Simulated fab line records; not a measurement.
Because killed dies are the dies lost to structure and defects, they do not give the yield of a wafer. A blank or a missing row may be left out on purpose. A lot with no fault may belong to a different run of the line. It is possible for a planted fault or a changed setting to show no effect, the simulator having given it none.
The tool behind it: which one? + flow gf180mcu + 7 lots, 21 wafers sampled, at 2 steps of a route of 602

== WHAT THE GAUGES SHOWED, per wafer ==
GF_HV_LDD_OVL_MEAS_47.
| lot  | measured     | on         | HV_LDD_03_OVL (nm) |
|------|--------------|------------|--------------------|
| L785 | day 12 21:59 | overlay-01 | 0.9 0.8 0.3        |
| L788 | day 13 23:08 | overlay-01 | -1.5 -0.6 -0.2     |
| L790 | day 14 15:23 | overlay-02 | -0.8 0.1 -0.9      |
| L792 | day 15 08:19 | overlay-01 | -0.2 -0.2 0.5      |
| L798 | day 17 18:28 | overlay-02 | 58.5 59.0 57.2     |
| L801 | day 18 16:28 | overlay-02 | -3.3 -2.8 -0.6     |
| L804 | day 19 10:37 | overlay-01 | 0.6 3.2 3.6        |

== WHICH TOOL RAN EACH LOT (tool, then ch and the chambers of the sampled wafers, then the start) ==
| lot  | GF_HV_LDD_EXPOSE_43                 |
|------|-------------------------------------|
| L785 | iline stepper-01 ch 0, day 12 12:03 |
| L788 | iline stepper-01 ch 0, day 13 12:43 |
| L790 | iline stepper-02 ch 0, day 14 04:52 |
| L792 | iline stepper-02 ch 0, day 14 21:28 |
| L798 | iline stepper-02 ch 0, day 17 06:45 |
| L801 | iline stepper-01 ch 0, day 18 04:34 |
| L804 | iline stepper-01 ch 0, day 18 22:11 |
- GF_HV_LDD_EXPOSE_43: exposes mask Pplus HV AREA, target cd 400 nm.

== THE ANSWER, worked out from the rows above alone ==
Rule: the lots themselves supply what counts as usual. Put in order of their means at a reading, lots are off if they are a third of the lots or fewer, leave a main group of 4 or more, and stand apart from it by a gap of 3 or more times the standard deviation of the main group's means; of several such gaps the widest counts. Not used: any main group whose means are identical at the precision the tables above print for the reading. A lot without any number at a reading at which 4 lots or more have one is off too. Any other lot the step has rows for is counted as sound.
Off: at GF_HV_LDD_OVL_MEAS_47 (HV_LDD_03_OVL), L798. Main group: mean -0.1 nm, sd 1.4.
A tool fits if, at a process step before that reading, it ran every lot that is off, and no sound lot after the first of them. The gauges at GF_HV_LDD_OVL_MEAS_47 are tried like those tools. One fits: iline stepper-02 at GF_HV_LDD_EXPOSE_43. Its last sound lot is L792 (day 14 21:28), its first lot that is off L798 (day 17 06:45): a fault that began between those two fits.

== WHAT THE SIMULATOR PUT IN ==
Scanner matching overlay: iline stepper-02, from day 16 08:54 on, at GF_HV_LDD_EXPOSE_43. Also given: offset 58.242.
Shown lots that were struck: L798. Same finding as the rule above.
